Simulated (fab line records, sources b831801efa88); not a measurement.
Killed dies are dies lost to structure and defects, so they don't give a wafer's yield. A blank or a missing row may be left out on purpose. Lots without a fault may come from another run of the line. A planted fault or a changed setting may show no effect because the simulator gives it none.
fab line records | flow sfq_line
record lots=5 wafers=15 last_day=86
route steps=325 shown M1@65 I1@73
lots that met no fault: from a run of the same line without faults
start_h: hours from the record's first day to the start of the lot's first wafer shown | wait_h: hours since the lot's step before | " the same as in the row above | L1.1+2: a row that stands for several wafers | - no value, or no start given | * or withheld: withheld | < > ~ a bound
route shown NAME@n: a module of which the file shows steps, and the number in the route of the first | usual: mean/standard deviation of fault-free wafers | same: alike in all rows | chamber/n: place in a boat | sites: the reading at each site | _std_site: their standard deviation | _edge_site: outer sites' mean less inner sites' | radius_mm: how far each site lies from the wafer's centre | mask NAME#n: copy n | behind: the tool/chamber that last shaped the wafer | hold: why the lot was held/for how many hours/how that ended | device: the transistor (n, p or np) that didn't switch | end of line: the same wafers' tests at the end of the route | a step without rows: its recipe alone | killed: dies lost to structure and defects at the first sort, not the wafer's yield | map: a wafer's dies, x killed, . not, _ none there
set.NAME: the setting as run; set.NAME@STEP: as run at that earlier step | model.NAME: the simulator's own value behind a step, which no gauge read
lots at some steps of the route; a table a step, a row a wafer
services: from which hour (start_h, from the record's first day; less than 0 if before it) a tool's chamber was out of use, for how many hours, and why
## steps
# step SFQ_TRILAYER_M1_LITHO_EXPOSE_040
# recipe mask_id=M1 na=0.6 source_shape=conventional sigma_outer=0.65 target_cd_nm=500 dose_mj=14.4
# step SFQ_TRILAYER_M1_LITHO_PEB_042
# recipe peb_temp_c=115 peb_time_s=60 resist=KrF
# step SFQ_TRILAYER_M1_LITHO_DEVELOP_041
# recipe time_s=60 resist=KrF
# step SFQ_M1_OVL_MEAS_911
# usual M1_OVL=0/5.8
# columns lot.wafer tool chamber start_h wait_h M1_OVL[nm]
L377.1 overlay-01 - 392.09 0.1 -10
L377.2 " - " " -8
L377.3 " - " " -11
L380.3 overlay-02 - 599.32 0.1 -2
L380.5 " - " " 0
L380.6 " - " " 5
L384.2 overlay-02 - 624.51 0.1 3
L384.3 " - " " 8
L384.4 " - " " 4
L388.1 overlay-02 - 667.40 0.1 -3
L388.3 " - " " -5
L388.4 " - " " -2
L398.1 overlay-02 - 758.98 0.1 -7
L398.4 " - " " -9
L398.6 " - " " -6
# step SFQ_TRILAYER_M1_BARC_OPEN_METAL_ETCH_054
# recipe mask_material=PR chemistry=O2 target_depth_nm=125 target=BARC icp_w=600 bias_w=80 pressure_mtorr=10 time_s=41.7
# usual drypump_motor_current_A=5.6/0.51 oes_product_au=0.685/0.0047
# same time_s=41.7
# columns lot.wafer tool chamber start_h wait_h drypump_motor_current_A oes_product_au rf_hours_counter_h
L377.1 rie_metal-03 1 392.12 0.0 4.8 0.686 90
L377.2 " 0 " " 6.2 0.690 156
L377.3 " 0 " " 6.1 0.686 -
L380.3 rie_metal-01 1 599.36 0.0 6.0 0.681 -
L380.5 " 1 " " 6.0 0.692 -
L380.6 " 0 " " 5.2 0.685 -
L384.2 rie_metal-01 0 624.54 0.0 5.2 0.685 58
L384.3 " 1 " " 6.0 0.678 -
L384.4 " 0 " " 5.2 0.682 -
L388.1 rie_metal-03 0 667.43 0.0 6.1 0.684 27
L388.3 " 1 " " 4.8 0.682 -
L388.4 " 0 " " 6.1 0.683 -
L398.1 rie_metal-04 1 759.02 0.0 5.7 0.684 57
L398.4 " 1 " " 5.7 0.689 -
L398.6 " 1 " " 5.7 0.690 -
# step SFQ_TRILAYER_M1_ETCH_METAL_ETCH_042
# recipe target=Nb stop_on=SiO2 mask_material=PR chemistry=Cl2/Ar target_depth_nm=240 icp_w=600 bias_w=80 pressure_mtorr=10 time_s=120
# usual drypump_motor_current_A=5.6/0.52 oes_product_au=0.894/0.0075
# same time_s=120
# columns lot.wafer tool chamber start_h wait_h drypump_motor_current_A oes_product_au rf_hours_counter_h
L377.1 rie_metal-03 1 392.18 0.0 4.8 0.885 90
L377.2 " 0 " " 6.1 0.884 156
L377.3 " 0 " " 6.2 0.883 -
L380.3 rie_metal-01 1 599.44 0.1 6.0 0.893 -
L380.5 " 1 " " 6.0 0.904 -
L380.6 " 0 " " 5.2 0.892 -
L384.2 rie_metal-01 0 624.60 0.0 5.2 0.895 58
L384.3 " 1 " " 6.0 0.900 -
L384.4 " 0 " " 5.2 0.890 -
L388.1 rie_metal-03 0 667.49 0.0 6.2 0.900 27
L388.3 " 1 " " 4.8 0.896 -
L388.4 " 0 " " 6.2 0.902 -
L398.1 rie_metal-04 1 759.08 0.0 5.7 0.896 57
L398.4 " 1 " " 5.7 0.902 -
L398.6 " 1 " " 5.6 0.908 -
# step SFQ_TRILAYER_M1_STRIP_STRIP_043
# recipe gas=O2 power_w=200 platen_temp_c=40 overash_fraction=0.65 chemistry=O2 pressure_mtorr=50
# usual drypump_motor_current_A=5.6/0.52 oes_product_au=1.000/0.0086
# columns lot.wafer tool chamber start_h wait_h drypump_motor_current_A oes_product_au rf_hours_counter_h
L377.1 rie_metal-03 1 392.31 0.1 4.8 1.011 90
L377.2 " 0 " " 6.1 1.010 156
L377.3 " 0 " " 6.1 0.999 -
L380.3 rie_metal-01 1 599.73 0.2 6.0 0.994 -
L380.5 " 1 " " 6.0 0.992 -
L380.6 " 0 " " 5.2 0.986 -
L384.2 rie_metal-01 0 624.73 0.1 5.2 0.997 58
L384.3 " 1 " " 6.0 0.997 -
L384.4 " 0 " " 5.2 0.995 -
L388.1 rie_metal-03 0 667.62 0.1 6.1 1.007 28
L388.3 " 1 " " 4.8 1.001 -
L388.4 " 0 " " 6.1 1.011 -
L398.1 rie_metal-04 1 759.21 0.1 5.7 0.991 57
L398.4 " 1 " " 5.7 1.002 -
L398.6 " 1 " " 5.7 0.991 -
# step SFQ_TRILAYER_M1_STRIP_SOLV_CLEAN_044
# recipe chemistry=NMP temp_c=70 time_s=600
# step SFQ_TRILAYER_I1_DEP_PECVD_045
# recipe material=SiO2 temp_c=150 time_s=111.11 pressure_torr=2.4 rf_w=183.3 precursor=SiH4/N2O target_thk_nm=500
# usual heater_power_w=85/19 showerhead_vpp_V=844/45 throttle_valve_pct=24.7/1
# same time_s=111.11
# columns lot.wafer tool chamber start_h wait_h heater_power_w showerhead_vpp_V throttle_valve_pct
L377.1 pecvd-01 0 393.08 0.0 68 830 25.0
L377.2 " 1 " " 98 891 23.8
L377.3 " 1 " " 101 884 24.0
L380.3 pecvd-01 0 600.30 0.0 70 830 25.3
L380.5 " 1 " " 93 873 24.0
L380.6 " 2 " " 84 802 26.3
L384.2 pecvd-03 0 625.50 0.0 69 918 23.7
L384.3 " 2 " " 120 795 23.2
L384.4 " 1 " " 57 866 25.3
L388.1 pecvd-02 2 668.41 0.0 76 843 24.4
L388.3 " 0 " " 97 804 25.0
L388.4 " 2 " " 78 851 24.6
L398.1 pecvd-01 2 760.00 0.0 84 797 26.8
L398.4 " 0 " " 70 841 25.3
L398.6 " 1 " " 97 892 24.2
# step SFQ_TRILAYER_I1_CMP_CMP_046
# recipe material=SiO2 down_force_psi=3 platen_rpm=60 pad_velocity_m_s=0.94248
# step SFQ_I1_BOW_MEAS_912
# recipe mode=bow
# usual I1_BOW=3/8
# columns lot.wafer tool chamber start_h wait_h I1_BOW[um]
L377.1 film_metro-01 - 396.20 1.0 12
L377.2 " - " " 0
L377.3 " - " " 9
L380.3 film_metro-02 - 615.14 1.5 10
L380.5 " - " " 8
L380.6 " - " " 22
L384.2 film_metro-04 - 632.94 2.0 15
L384.3 " - " " 3
L384.4 " - " " 12
L388.1 film_metro-01 - 672.07 2.0 14
L388.3 " - " " 17
L388.4 " - " " -1
L398.1 film_metro-04 - 763.66 2.5 -3
L398.4 " - " " 1
L398.6 " - " " -2
# step SFQ_TRILAYER_I1_METRO_MEASURE_047
# step SFQ_TRILAYER_I1_VIA_LITHO_COAT_054
# recipe resist=BARC spin_rpm=3000 resist_thk_nm=62
# usual exhaust_pa=45.1/0.93 spin_speed_rpm=2999.9/2.1
# columns lot.wafer tool chamber start_h wait_h exhaust_pa spin_speed_rpm model.BARC_of_TRILAYER_I1_VIA_LITHO_COAT_054.thk_nm
L377.1 litho_track-01 0 397.52 1.0 44.6 3000.7 61.83
L377.2 " 0 " " 44.9 2996.7 61.96
L377.3 " 0 " " 44.8 3001.2 61.88
L380.3 litho_track-03 0 616.52 0.7 46.0 2997.9 62
L380.5 " 0 " " 44.3 3000.6 61.75
L380.6 " 0 " " 44.8 3001.1 61.56
L384.2 litho_track-04 0 634.29 0.8 45.5 2999.0 62.07
L384.3 " 0 " " 45.5 3002.2 62.16
L384.4 " 0 " " 45.4 3003.4 61.96
L388.1 litho_track-03 0 673.39 1.0 44.7 3000.4 63.94
L388.3 " 0 " " 44.8 2998.5 62.01
L388.4 " 0 " " 44.7 2999.0 61.87
L398.1 litho_track-01 0 764.98 1.0 45.6 2999.6 62.11
L398.4 " 0 " " 44.5 3000.3 62.03
L398.6 " 0 " " 44.5 2998.2 62.06
# step SFQ_TRILAYER_I1_VIA_LITHO_COAT_049
# recipe resist=KrF spin_rpm=3000 resist_thk_nm=650
# step SFQ_TRILAYER_I1_VIA_LITHO_SOFTBAKE_053
# recipe temp_c=withheld time_s=withheld resist=KrF
# step SFQ_TRILAYER_I1_VIA_LITHO_EXPOSE_050
# recipe mask_id=I1 na=0.6 source_shape=conventional sigma_outer=0.65 target_cd_nm=500 dose_mj=21.3
# step SFQ_TRILAYER_I1_VIA_LITHO_PEB_052
# recipe peb_temp_c=115 peb_time_s=60 resist=KrF
# step SFQ_TRILAYER_I1_VIA_LITHO_DEVELOP_051
# recipe time_s=60 resist=KrF
# step SFQ_I1_OVL_MEAS_913
# usual I1_OVL=0/5.7
# columns lot.wafer tool chamber start_h wait_h I1_OVL[nm]
L377.1 overlay-02 - 558.27 0.1 -1
L377.2 " - " " -5
L377.3 " - " " -6
L380.3 overlay-01 - 620.02 0.1 -8
L380.5 " - " " -5
L380.6 " - " " -5
L384.2 overlay-02 - 773.39 0.1 3
L384.3 " - " " 7
L384.4 " - " " 10
L388.1 overlay-02 - 819.11 0.1 -12
L388.3 " - " " -7
L388.4 " - " " -1
L398.1 overlay-01 - 905.11 0.1 -2
L398.4 " - " " 5
L398.6 " - " " 3
# step SFQ_TRILAYER_I1_VIA_BARC_OPEN_VIA_ETCH_071
# recipe mask_material=PR chemistry=O2 target_depth_nm=125 target=BARC source_w=500 bias_w=80 pressure_mtorr=30 time_s=41.7
# usual drypump_motor_current_A=5.5/0.49 oes_product_au=0.684/0.0046
# same time_s=41.7
# columns lot.wafer tool chamber start_h wait_h drypump_motor_current_A oes_product_au rf_hours_counter_h model.etch.depth_nm
L377.1 rie_diel-01 2 558.31 0.0 5.8 0.680 5 61.83
L377.2 " 1 " " 5.0 0.685 6 61.96
L377.3 " 3 " " 6.0 0.682 48 61.88
L380.3 rie_diel-02 1 620.04 0.0 4.8 0.682 6 62
L380.5 " 0 " " 6.0 0.690 - 61.75
L380.6 " 3 " " 5.7 0.677 - 61.56
L384.2 rie_diel-02 0 773.42 0.0 6.0 0.690 7 62.07
L384.3 " 1 " " 4.8 0.687 9 62.16
L384.4 " 0 " " 6.0 0.685 - 61.96
L388.1 rie_diel-04 2 819.15 0.0 5.2 0.702 7 63.94
L388.3 " 1 " " 4.9 0.693 24 62.01
L388.4 " 2 " " 5.2 0.683 - 61.87
L398.1 rie_diel-04 3 905.15 0.0 6.0 0.688 5 62.11
L398.4 " 3 " " 6.0 0.685 - 62.03
L398.6 " 1 " " 4.9 0.681 - 62.06
# step SFQ_TRILAYER_I1_VIA_ETCH_VIA_ETCH_052
# recipe target=SiO2 stop_on=Nb mask_material=PR taper_deg=20 chemistry=CHF3 target_depth_nm=260 source_w=500 bias_w=80 pressure_mtorr=30 time_s=withheld
# usual drypump_motor_current_A=5.5/0.49 oes_product_au=0.854/0.005
# columns lot.wafer tool chamber start_h wait_h drypump_motor_current_A oes_product_au
L377.1 rie_diel-01 2 558.35 0.0 5.8 0.850
L377.2 " 1 " " 5.0 0.860
L377.3 " 3 " " 6.1 0.851
L380.3 rie_diel-02 1 620.08 0.0 4.8 0.857
L380.5 " 0 " " 6.0 0.857
L380.6 " 3 " " 5.7 0.853
L384.2 rie_diel-02 0 773.46 0.0 6.0 0.860
L384.3 " 1 " " 4.8 0.853
L384.4 " 0 " " 6.0 0.855
L388.1 rie_diel-04 2 819.19 0.0 5.1 0.850
L388.3 " 1 " " 4.9 0.852
L388.4 " 2 " " 5.1 0.852
L398.1 rie_diel-04 3 905.19 0.0 6.0 0.854
L398.4 " 3 " " 6.0 0.855
L398.6 " 1 " " 4.9 0.854
## services
# columns tool chamber start_h hours kind
rie_metal-01 0 403.58 17.5 repair
rie_diel-02 - 406.60 2.8 pm
rie_diel-04 3 407.03 5.0 repair
rie_metal-01 0 435.32 2.9 repair
rie_metal-03 0 449.70 6.4 repair
rie_diel-04 1 451.64 10.6 repair
rie_metal-01 1 469.18 1.5 repair
rie_diel-04 2 522.88 4.6 repair
rie_diel-02 3 528.82 1.7 repair
rie_metal-01 1 566.09 3.0 repair
rie_diel-04 0 589.72 8.8 repair
rie_diel-02 2 616.22 19.5 repair
rie_diel-02 1 628.75 4.7 repair
rie_metal-01 - 637.56 1.4 pm
rie_diel-04 2 690.26 10.6 repair
rie_diel-02 0 703.97 16.7 repair
rie_metal-01 - 725.69 1.1 repair
rie_diel-02 2 749.47 2.5 repair
rie_diel-04 - 752.43 0.6 repair
rie_diel-04 2 771.79 19.3 repair
rie_diel-02 2 784.29 9.1 repair
rie_diel-04 3 788.19 3.5 repair
rie_metal-03 - 792.23 2.8 pm
rie_metal-03 - 895.33 0.3 repair
## key
first_sign step=SFQ_TRILAYER_I1_VIA_BARC_OPEN_VIA_ETCH_071 reading=oes_product_au direction=up sigmas=3.8 usual=0.684 struck=0.702
effect none on later readings
model_effect step=SFQ_TRILAYER_I1_VIA_LITHO_COAT_054 value=BARC_of_TRILAYER_I1_VIA_LITHO_COAT_054.thk_nm without=61.92 struck=63.94
model_effect step=SFQ_TRILAYER_I1_VIA_BARC_OPEN_VIA_ETCH_071 value=etch.depth_nm without=61.92 struck=63.94
met_at SFQ_TRILAYER_I1_VIA_LITHO_COAT_054
struck_wafers L388.1
onset_between 616.52 673.39
fault kind=process_parameter_drift tool=litho_track-03 chamber=- onset_h=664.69 steps=SFQ_TRILAYER_I1_VIA_LITHO_COAT_054 channel=resist_thk_nm offset=2.0173 shape=step end_h=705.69 scope=struck_wafers_only acts_in=these_recipes_only stated=62
